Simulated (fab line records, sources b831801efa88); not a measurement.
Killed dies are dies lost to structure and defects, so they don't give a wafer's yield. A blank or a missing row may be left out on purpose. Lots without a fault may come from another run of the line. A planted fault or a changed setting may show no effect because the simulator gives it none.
fab line records | flow gf180mcu
record lots=15 wafers=45 last_day=34
route steps=602 shown STI@16 LVPWELL@62 POLY_GATE@169
lots that met no fault: from a run of the same line without faults
start_h: hours from the record's first day to the start of the lot's first wafer shown | wait_h: hours since the lot's step before | " the same as in the row above | L1.1+2: a row that stands for several wafers | - no value, or no start given | * or withheld: withheld | < > ~ a bound
route shown NAME@n: a module of which the file shows steps, and the number in the route of the first | usual: mean/standard deviation of fault-free wafers | same: alike in all rows | chamber/n: place in a boat | sites: the reading at each site | _std_site: their standard deviation | _edge_site: outer sites' mean less inner sites' | radius_mm: how far each site lies from the wafer's centre | mask NAME#n: copy n | behind: the tool/chamber that last shaped the wafer | hold: why the lot was held/for how many hours/how that ended | device: the transistor (n, p or np) that didn't switch | end of line: the same wafers' tests at the end of the route | a step without rows: its recipe alone | killed: dies lost to structure and defects at the first sort, not the wafer's yield | map: a wafer's dies, x killed, . not, _ none there
set.NAME: the setting as run; set.NAME@STEP: as run at that earlier step | model.NAME: the simulator's own value behind a step, which no gauge read
steps of the route over a sample of lots; a table a step, a row a wafer
services: from which hour (start_h, from the record's first day; less than 0 if before it) a tool's chamber was out of use, for how many hours, and why
## steps
# step GF_STI_STRIP_15
# recipe chemistry=O2/N2 power_w=1400 pressure_mtorr=1500 platen_temp_c=250 o2_flow_sccm=3000 n2_flow_sccm=300 overash_fraction=0.5
# usual drypump_motor_current_A=6.09/0.24 heater_power_w=339/35 oes_product_au=0.385/0.0048 strip_time_to_endpoint_s=3.76/0.043
# columns lot.wafer tool chamber start_h wait_h drypump_motor_current_A heater_power_w oes_product_au rf_hours_counter_h strip_time_to_endpoint_s
L378.2 plasma_asher-04 1 33.01 0.0 6.10 292 0.383 37 3.75
L378.5 " 0 " " 6.18 323 0.381 - 3.74
L378.6 " 1 " " 6.11 295 0.384 - 3.79
L379.1 plasma_asher-04 0 35.87 0.0 6.20 324 0.379 37 3.75
L379.3 " 1 " " 6.11 298 0.392 - 3.81
L379.4 " 0 " " 6.21 315 0.385 - 3.80
L380.2 plasma_asher-04 0 41.30 0.0 6.18 317 0.380 38 3.75
L380.5 " 1 " " 6.08 294 0.378 - 3.68
L380.6 " 0 " " 6.21 317 0.388 - 3.81
L381.1 plasma_asher-01 0 45.57 0.0 6.46 376 0.386 40 3.75
L381.3 " 0 " " 6.47 380 0.386 - 3.85
L381.6 " 1 " " 5.57 380 0.380 - 3.79
L382.1 plasma_asher-01 1 51.37 0.0 5.59 378 0.381 40 3.76
L382.2 " 0 " " 6.45 388 0.393 40 3.80
L382.5 " 0 " " 6.45 377 0.385 - 3.77
L383.2 plasma_asher-02 0 56.49 0.0 6.08 333 0.385 25 3.75
L383.4 " 1 " " 5.98 373 0.378 - 3.71
L383.6 " 0 " " 6.10 323 0.381 - 3.73
L385.2 plasma_asher-04 0 68.59 0.0 6.19 318 0.396 41 3.76
L385.5 " 0 " " 6.19 322 0.384 - 3.74
L385.6 " 1 " " 6.08 293 0.385 - 3.76
L386.3 plasma_asher-04 0 72.68 0.1 6.21 329 0.386 - 3.72
L386.4 " 1 " " 6.10 299 0.384 - 3.80
L386.6 " 0 " " 6.19 317 0.377 - 3.78
L387.1 plasma_asher-04 1 76.12 0.0 6.08 289 0.383 42 3.76
L387.5 " 0 " " 6.20 317 0.380 - 3.76
L387.6 " 1 " " 6.07 285 0.394 - 3.80
L388.2 plasma_asher-02 0 86.47 0.0 6.14 335 0.387 29 3.74
L388.3 " 1 " " 5.99 370 0.390 - 3.74
L388.5 " 1 " " 6.00 371 0.384 - 3.75
L390.1 plasma_asher-01 0 92.27 0.0 6.46 373 0.383 43 3.71
L390.3 " 0 " " 6.47 387 0.393 - 3.78
L390.5 " 0 " " 6.49 383 0.401 - 3.78
L391.1 plasma_asher-01 1 99.45 0.0 5.62 387 0.384 44 3.78
L391.2 " 0 " " 6.48 387 0.388 44 3.77
L391.6 " 1 " " 5.65 378 0.387 - 3.78
L392.2 plasma_asher-04 0 102.44 0.0 6.20 311 0.381 44 3.73
L392.4 " 0 " " 6.21 317 0.380 - 3.69
L392.6 " 1 " " 6.11 288 0.384 - 3.70
L399.2 plasma_asher-01 0 139.19 0.0 6.47 390 0.390 48 3.74
L399.5 " 0 " " 6.48 387 0.379 - 3.73
L399.6 " 1 " " 5.56 382 0.381 - 3.75
L400.1 plasma_asher-04 1 146.74 0.0 6.07 297 0.389 49 3.79
L400.2 " 0 " " 6.20 315 0.382 49 3.80
L400.6 " 1 " " 6.08 297 0.389 - 3.77
# step GF_STI_THK_MEAS_30
# recipe reads=SiO2_of_STI_OXIDATION_29
# usual STI_OXIDATION_02_THK=9.90/0.22
# columns lot.wafer tool chamber start_h wait_h STI_OXIDATION_02_THK[nm]
L378.2 film_metro-01 - 37.92 0.0 10.04
L378.5 " - " " 10.08
L378.6 " - " " 9.86
L379.1 film_metro-02 - 42.95 0.0 9.63
L379.3 " - " " 9.84
L379.4 " - " " 9.83
L380.2 film_metro-03 - 45.86 0.0 10.14
L380.5 " - " " 10.16
L380.6 " - " " 9.84
L381.1 film_metro-03 - 52.56 0.0 10.00
L381.3 " - " " 9.92
L381.6 " - " " 9.91
L382.1 film_metro-02 - 59.32 0.0 10.08
L382.2 " - " " 10.06
L382.5 " - " " 10.10
L383.2 film_metro-03 - 65.87 0.0 10.01
L383.4 " - " " 10.17
L383.6 " - " " 10.31
L385.2 film_metro-02 - 74.62 0.0 9.47
L385.5 " - " " 9.54
L385.6 " - " " 9.45
L386.3 film_metro-02 - 77.79 0.0 9.88
L386.4 " - " " 9.95
L386.6 " - " " 9.90
L387.1 film_metro-02 - 82.40 0.0 10.04
L387.5 " - " " 9.99
L387.6 " - " " 9.94
L388.2 film_metro-02 - 90.70 0.0 9.77
L388.3 " - " " 9.90
L388.5 " - " " 9.80
L390.1 film_metro-03 - 99.27 0.0 10.30
L390.3 " - " " 10.41
L390.5 " - " " 10.31
L391.1 film_metro-02 - 103.81 0.0 10.02
L391.2 " - " " 10.02
L391.6 " - " " 10.03
L392.2 film_metro-01 - 107.48 0.0 9.54
L392.4 " - " " 9.56
L392.6 " - " " 9.71
L399.2 film_metro-01 - 144.35 0.0 10.06
L399.5 " - " " 10.11
L399.6 " - " " 9.98
L400.1 film_metro-02 - 151.15 0.0 9.64
L400.2 " - " " 9.86
L400.6 " - " " 9.65
# step GF_LVPWELL_IMPLANT_08
# recipe species=B energy_kev=170 dose_cm2=1.5e+13 tilt_deg=0
# usual beam_energy_keV=170.00/0.05 beam_on_s=10.02/0.18
# columns lot.wafer tool chamber start_h wait_h beam_energy_keV beam_on_s
L378.2 implanter-04 0 75.19 0.0 169.95 10.16
L378.5 " 0 " " 170.01 10.19
L378.6 " 0 " " 170.01 10.03
L379.1 implanter-03 0 80.90 0.0 170.04 9.93
L379.3 " 0 " " 169.96 10.00
L379.4 " 0 " " 170.03 10.24
L380.2 implanter-03 0 83.04 0.0 169.97 9.76
L380.5 " 0 " " 170.01 10.11
L380.6 " 0 " " 170.00 9.70
L381.1 implanter-04 0 90.96 0.0 169.96 9.66
L381.3 " 0 " " 169.95 10.10
L381.6 " 0 " " 169.93 10.09
L382.1 implanter-03 0 98.75 0.0 169.92 10.10
L382.2 " 0 " " 170.04 10.22
L382.5 " 0 " " 170.00 10.12
L383.2 implanter-01 0 106.87 0.0 169.89 10.15
L383.4 " 0 " " 169.98 9.99
L383.6 " 0 " " 169.93 9.83
L385.2 implanter-01 0 115.48 0.0 170.04 10.11
L385.5 " 0 " " 169.97 10.24
L385.6 " 0 " " 170.04 9.90
L386.3 implanter-01 0 119.30 0.1 169.97 9.94
L386.4 " 0 " " 169.92 9.96
L386.6 " 0 " " 170.03 10.35
L387.1 implanter-01 0 123.91 0.0 169.98 10.21
L387.5 " 0 " " 169.97 9.97
L387.6 " 0 " " 169.95 9.89
L388.2 implanter-03 0 133.38 0.0 170.01 9.82
L388.3 " 0 " " 170.06 9.99
L388.5 " 0 " " 170.04 10.21
L390.1 implanter-03 - 143.45 0.0 - -
L390.3 " - " " - -
L390.5 " - " " - -
L391.1 implanter-03 - 148.55 0.0 - -
L391.2 " - " " - -
L391.6 " - " " - -
L392.2 implanter-03 - 152.67 0.0 - -
L392.4 " - " " - -
L392.6 " - " " - -
L399.2 implanter-04 0 192.67 0.0 169.98 10.40
L399.5 " 0 " " 170.03 10.14
L399.6 " 0 " " 169.92 9.90
L400.1 implanter-04 0 199.45 0.0 170.03 10.11
L400.2 " 0 " " 169.97 10.10
L400.6 " 0 " " 169.98 10.08
# step GF_LVPWELL_TW_MEAS_11
# usual LVPWELL_TW=553/3.1
# columns lot.wafer tool chamber start_h wait_h LVPWELL_TW
L378.2 film_metro-01 - 75.57 0.1 551
L378.5 " - " " 554
L378.6 " - " " 553
L379.1 film_metro-04 - 81.30 0.1 552
L379.3 " - " " 555
L379.4 " - " " 558
L380.2 film_metro-04 - 83.42 0.1 554
L380.5 " - " " 555
L380.6 " - " " 555
L381.1 film_metro-01 - 91.36 0.1 552
L381.3 " - " " 553
L381.6 " - " " 554
L382.1 film_metro-04 - 99.15 0.1 551
L382.2 " - " " 548
L382.5 " - " " 552
L383.2 film_metro-01 - 107.26 0.1 550
L383.4 " - " " 547
L383.6 " - " " 550
L385.2 film_metro-04 - 115.86 0.1 553
L385.5 " - " " 551
L385.6 " - " " 553
L386.3 film_metro-03 - 119.67 0.1 555
L386.4 " - " " 558
L386.6 " - " " 554
L387.1 film_metro-04 - 124.31 0.1 552
L387.5 " - " " 552
L387.6 " - " " 552
L388.2 film_metro-03 - 133.76 0.1 558
L388.3 " - " " 556
L388.5 " - " " 558
L390.1 film_metro-01 - 143.85 0.1 337
L390.3 " - " " 336
L390.5 " - " " 336
L391.1 film_metro-04 - 148.95 0.1 335
L391.2 " - " " 336
L391.6 " - " " 336
L392.2 film_metro-04 - 153.06 0.1 335
L392.4 " - " " 336
L392.6 " - " " 335
L399.2 film_metro-01 - 193.06 0.1 550
L399.5 " - " " 551
L399.6 " - " " 552
L400.1 film_metro-04 - 199.85 0.1 555
L400.2 " - " " 556
L400.6 " - " " 557
# step GF_VT_IMPLANT_RS_MEAS_48
# recipe thk_meas_gauge=four-point-probe
# usual LVPWELL_RS=1197/3
# columns lot.wafer tool chamber start_h wait_h LVPWELL_RS[ohm/sq]
L378.2 film_metro-01 - 161.22 0.1 1196
L378.5 " - " " 1198
L378.6 " - " " 1198
L379.1 film_metro-04 - 170.45 0.1 1201
L379.3 " - " " 1198
L379.4 " - " " 1200
L380.2 film_metro-04 - 173.92 0.1 1202
L380.5 " - " " 1197
L380.6 " - " " 1202
L381.1 film_metro-03 - 183.30 0.1 1196
L381.3 " - " " 1198
L381.6 " - " " 1199
L382.1 film_metro-04 - 191.73 0.1 1193
L382.2 " - " " 1199
L382.5 " - " " 1195
L383.2 film_metro-01 - 202.06 0.1 1197
L383.4 " - " " 1198
L383.6 " - " " 1197
L385.2 film_metro-03 - 211.93 0.1 1191
L385.5 " - " " 1191
L385.6 " - " " 1193
L386.3 film_metro-04 - 216.19 0.1 1197
L386.4 " - " " 1198
L386.6 " - " " 1200
L387.1 film_metro-03 - 221.43 0.1 1197
L387.5 " - " " 1198
L387.6 " - " " 1196
L388.2 film_metro-01 - 232.60 0.1 1194
L388.3 " - " " 1197
L388.5 " - " " 1196
L390.1 film_metro-01 - 246.53 0.1 3824
L390.3 " - " " 3828
L390.5 " - " " 3835
L391.1 film_metro-03 - 251.10 0.1 3819
L391.2 " - " " 3829
L391.6 " - " " 3824
L392.2 film_metro-03 - 257.95 0.1 3823
L392.4 " - " " 3823
L392.6 " - " " 3813
L399.2 film_metro-03 - 307.47 0.1 1198
L399.5 " - " " 1196
L399.6 " - " " 1198
L400.1 film_metro-01 - 316.46 0.1 1195
L400.2 " - " " 1192
L400.6 " - " " 1191
# step GF_POLY_GATE_ETCH_12
# recipe chemistry=N2/H2 target_depth_a=withheld overetch_a=withheld time_s=withheld target=BARC ion_energy_ev=200 source_w=500 bias_w=100 pressure_mtorr=30 n2_flow_sccm=100 h2_flow_sccm=200
# usual drypump_motor_current_A=5.8/0.44 oes_product_au=0.735/0.0047 throttle_valve_pct=13.215/0.0092
# columns lot.wafer tool chamber start_h wait_h drypump_motor_current_A oes_product_au throttle_valve_pct
L378.2 rie_diel-01 3 198.18 0.0 5.1 0.731 13.211
L378.5 " 1 " " 6.0 0.740 13.206
L378.6 " 0 " " 6.6 0.733 13.212
L379.1 rie_diel-01 3 209.52 0.0 5.1 0.739 13.220
L379.3 " 0 " " 6.5 0.735 13.225
L379.4 " 1 " " 6.0 0.737 13.211
L380.2 rie_diel-01 2 212.93 0.0 5.8 0.734 13.211
L380.5 " 3 " " 5.1 0.735 13.224
L380.6 " 2 " " 5.8 0.741 13.216
L381.1 rie_diel-01 0 221.88 0.0 6.5 0.723 13.210
L381.3 " 1 " " 6.0 0.736 13.221
L381.6 " 3 " " 5.1 0.739 13.222
L382.1 rie_diel-03 2 233.12 0.0 5.7 0.738 13.218
L382.2 " 0 " " 5.8 0.735 13.217
L382.5 " 3 " " 5.2 0.739 13.204
L383.2 rie_diel-03 1 242.13 0.0 6.2 0.732 13.229
L383.4 " 3 " " 5.2 0.736 13.216
L383.6 " 2 " " 5.7 0.728 13.221
L385.2 rie_diel-01 3 253.70 0.0 5.1 0.735 13.216
L385.5 " 2 " " 5.8 0.735 13.198
L385.6 " 3 " " 5.1 0.725 13.214
L386.3 rie_diel-01 3 259.18 0.0 5.1 0.738 13.209
L386.4 " 0 " " 6.5 0.727 13.211
L386.6 " 0 " " 6.5 0.729 13.230
L387.1 rie_diel-02 1 264.65 0.0 5.9 0.735 13.222
L387.5 " 2 " " 5.8 0.732 13.200
L387.6 " 1 " " 5.9 0.737 13.208
L388.2 rie_diel-01 2 275.72 0.0 5.8 0.739 13.208
L388.3 " 0 " " 6.5 0.739 13.211
L388.5 " 2 " " 5.8 0.736 13.211
L399.2 rie_diel-01 3 356.92 0.0 5.1 0.724 13.223
L399.5 " 3 " " 5.1 0.739 13.213
L399.6 " 2 " " 5.8 0.740 13.202
L400.1 rie_diel-02 1 366.18 0.0 5.9 0.733 13.215
L400.2 " 2 " " 5.8 0.738 13.225
L400.6 " 2 " " 5.8 0.739 13.213
## services
# columns tool chamber start_h hours kind
plasma_asher-01 - 19.13 2.8 pm
implanter-03 - 26.78 1.4 repair
implanter-01 - 32.29 3.4 pm
plasma_asher-01 - 52.35 13.1 repair
rie_diel-01 - 87.20 0.7 repair
implanter-01 - 103.72 2.3 repair
rie_diel-01 3 108.92 28.2 repair
plasma_asher-01 - 134.26 2.2 repair
rie_diel-01 - 137.64 0.8 repair
implanter-04 - 159.20 4.7 repair
rie_diel-01 - 164.35 28.1 pm
implanter-03 - 201.85 5.1 pm
implanter-04 - 212.84 4.5 repair
implanter-04 - 223.65 7.7 pm
plasma_asher-04 - 224.76 3.8 repair
implanter-01 - 230.88 61.7 repair
implanter-04 - 231.36 3.3 pm
rie_diel-01 2 239.06 3.0 repair
plasma_asher-04 - 243.71 2.8 pm
implanter-03 - 256.70 1.3 repair
implanter-03 - 291.23 8.3 repair
implanter-03 - 305.57 3.8 repair
plasma_asher-01 - 308.15 1.0 repair
implanter-03 - 341.72 2.8 repair
## key
first_sign step=GF_LVPWELL_IMPLANT_08 reading=tool_record direction=missing
effect step=GF_LVPWELL_TW_MEAS_11 reading=LVPWELL_TW direction=down sigmas=71 usual=553 struck=336
effect step=GF_VT_IMPLANT_RS_MEAS_48 reading=LVPWELL_RS direction=up sigmas=99+ usual=1197 struck=3824
met_at GF_LVPWELL_IMPLANT_08
struck_lots L390,L391,L392
later_rows_left_out L390.1,L390.3,L390.5,L391.1,L391.2,L391.6,L392.2,L392.4,L392.6
sort_left_out L390.1,L390.3,L390.5,L391.1,L391.2,L391.6,L392.2,L392.4,L392.6
tester_left_out L390,L391,L392
not_acting_at GF_STI_STRIP_15,GF_STI_THK_MEAS_30,GF_POLY_GATE_ETCH_12
onset_between 133.38 143.45
fault kind=skipped_step_whole tool=implanter-03 chamber=- onset_h=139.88 steps=GF_LVPWELL_IMPLANT_08 scope=struck_lots_only
# tester_left_out: of these lots the tester's yield and bins aren't shown, on N5 and GAA mostly nor the transistor test; their killed dies are dies lost to structure and defects alone, not to doping, threshold or leakage, so they don't give the yield
# sort_left_out: the simulated sort isn't trusted on such a fault, so these wafers' sort isn't shown, and their yield isn't known
# later_rows_left_out: the simulator's readings of these wafers behind a module that went badly wrong aren't trusted and aren't shown, but for the sort
